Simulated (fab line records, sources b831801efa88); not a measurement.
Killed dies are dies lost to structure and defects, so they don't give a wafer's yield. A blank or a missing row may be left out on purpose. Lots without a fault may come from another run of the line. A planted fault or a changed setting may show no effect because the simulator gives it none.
A struck lot beside a sound one | flow sky130 | 26 steps out of a route of 708
Sound: wafers L790.1, L790.4, L790.5. Struck: wafers L795.3, L795.5, L795.6. The cause comes at the end.
At each step with rows: each side's tool, then ch and its chambers, then its first start. Under that, the readings that differ: sound wafers | struck wafers | difference of the means | sigmas: that difference in standard deviations of wafers without a fault.
alike: readings whose means differ by less than 2 such deviations, and words and numbers that are the same on both sides. not compared: withheld readings, readings that some wafer has no value for, bounds like >300 that may hide the same value, and numbers for which the record gives no deviation and whose values overlap.
The two part at a step that has a row with sigmas, a row that says differs or no value, or rows on one side only. Numbers that don't overlap but have no deviation are shown without sigmas and don't part them. A reading that every wafer of one side lacks parts them only if that side has two wafers or more.

first, 3 steps without rows for these wafers: SKY_CAPM_EXPOSE_09 (exposes mask CAPM, target cd 1000 nm); SKY_CAPM_PEB_10; SKY_CAPM_DEVELOP_11 (develop time 60 s).
SKY_CAPM_OVL_MEAS_12:
  sound on overlay-02, day 40 04:08; struck on overlay-02, day 41 06:41
  alike: CAPM_OVL
SKY_CAPM_METAL_ETCH_13: etches TiN in Cl2/BCl3, stops on SiO2, target depth 220 nm, time 62.9 s.
  sound on rie_metal-02 ch 0,1, day 40 04:10; struck on rie_metal-02 ch 0,1, day 41 06:44
  alike: chamber_pressure_mTorr, drypump_motor_current_A, oes_product_au, throttle_valve_pct
  not compared: rf_hours_counter_h
SKY_CAPM_STRIP_14: strips in O2/N2.
  sound on plasma_asher-01 ch 0,1, day 40 04:15; struck on plasma_asher-01 ch 0,1, day 41 06:49
  alike: chamber_pressure_mTorr, drypump_motor_current_A, oes_product_au, strip_time_to_endpoint_s
  not compared: rf_hours_counter_h
then, 6 steps without rows for these wafers: SKY_CAPM_STRIP_15 (strips in post etch residue remover, time 1200 s); SKY_CAPM_CLEAN_16 (cleans in IPA, time 180 s); SKY_CAPM_CLEAN_17 (cleans in O3/DIW); SKY_METAL3_DEHYDRATE_05 (time 60 s); SKY_METAL3_HMDS_06 (prime time 60 s); SKY_METAL3_COAT_07 (resist thk 60 nm).
SKY_METAL3_COAT_08: resist thk 1140 nm.
  sound on litho_track-01 ch 0, day 40 16:00; struck on litho_track-01 ch 0, day 41 18:00
  reading                                       | sound          | struck         | difference | sigmas
  model.KrF-thick_of_METAL3_COAT_08.thk_nm (nm) | 1137 1141 1138 | 1224 1226 1229 | +88        |
  alike: chill_plate_temp_C, spin_speed_rpm
then, 4 steps without rows for these wafers: SKY_METAL3_SOFTBAKE_09 (time 90 s); SKY_METAL3_EXPOSE_10 (exposes mask MM3, target cd 300 nm); SKY_METAL3_PEB_11; SKY_METAL3_DEVELOP_12 (develop time 60 s).
SKY_METAL3_CD_MEAS_13: target cd 300 nm.
  sound on cd_sem-01, day 41 05:27; struck on cd_sem-01, day 42 06:55
  alike: cd_nm
SKY_METAL3_OVL_MEAS_14:
  sound on overlay-02, day 41 05:34; struck on overlay-02, day 42 07:01
  alike: METAL3_OVL
SKY_METAL3_DESCUM_15: chemistry O2, time 8 s.
  sound on rie_metal-03 ch 0,1, day 41 05:37; struck on rie_metal-03 ch 1, day 42 07:04
  alike: chamber_pressure_mTorr, drypump_motor_current_A, oes_product_au
  not compared: rf_hours_counter_h, model.METAL3.cd_nm
SKY_METAL3_ETCH_16: etches BARC in N2/H2, stops on SiO2, time 88.2 s, target depth 60 nm.
  sound on rie_metal-03 ch 0,1, day 41 05:38; struck on rie_metal-03 ch 1, day 42 07:10
  alike: chamber_pressure_mTorr, drypump_motor_current_A, oes_product_au, throttle_valve_pct
  not compared: rf_hours_counter_h
SKY_METAL3_ETCH_17: etches SiO2 in C4F8/O2/Ar, stops on TiN, time 3.9 s, target depth 15 nm.
  sound on rie_diel-04 ch 0,2,3, day 41 05:44; struck on rie_diel-02 ch 0,3, day 42 07:18
  reading               | sound             | struck            | difference | sigmas
  oes_product_au (a.u.) | 0.745 0.755 0.746 | 0.765 0.766 0.765 | +0.017     | +3
  alike: chamber_pressure_mTorr
  not compared: rf_hours_counter_h
SKY_METAL3_METAL_ETCH_18: etches the open film in Cl2/BCl3, stops on SiO2, target depth 845 nm, time 183.1 s.
  sound on rie_metal-04 ch 0,1, day 41 05:46; struck on rie_metal-04 ch 0,1, day 42 07:23
  reading                                       | sound             | struck          | difference | sigmas
  model.KrF-thick_of_METAL3_COAT_08.thk_nm (nm) | 544.9 547.8 530.5 | 631.2 610 635.9 | +84.6      |
  alike: chamber_pressure_mTorr, drypump_motor_current_A, oes_product_au, throttle_valve_pct
  not compared: rf_hours_counter_h
SKY_METAL3_STRIP_19: strips in O2/N2.
  sound on plasma_asher-03 ch 0,1, day 41 05:56; struck on plasma_asher-02 ch 0,1, day 42 07:32
  reading                      | sound             | struck            | difference | sigmas
  oes_product_au (a.u.)        | 0.507 0.516 0.500 | 0.544 0.537 0.539 | +0.032     | +5
  strip_time_to_endpoint_s (s) | 6.73 6.75 6.57    | 7.58 7.37 7.62    | +0.84      | +8
  alike: chamber_pressure_mTorr, drypump_motor_current_A
  not compared: rf_hours_counter_h
then, 1 step without rows for these wafers: SKY_METAL3_STRIP_20 (strips in post etch residue remover, time 1200 s).
-- the record jumps here: 7 days lie between the struck wafers' starts before and after (it left off in module METAL3 and takes up again in module PAD_OPEN, whose first step shown is number 708 of the route) --
SKY_PAD_OPEN_PROBE_99:
  the record has rows for the struck wafers here (prober-02, day 49 01:21) and none for the sound ones

WHERE THEY PART
First at SKY_METAL3_ETCH_17; last, within this record, at SKY_PAD_OPEN_PROBE_99.

WHY: what the simulator had put in
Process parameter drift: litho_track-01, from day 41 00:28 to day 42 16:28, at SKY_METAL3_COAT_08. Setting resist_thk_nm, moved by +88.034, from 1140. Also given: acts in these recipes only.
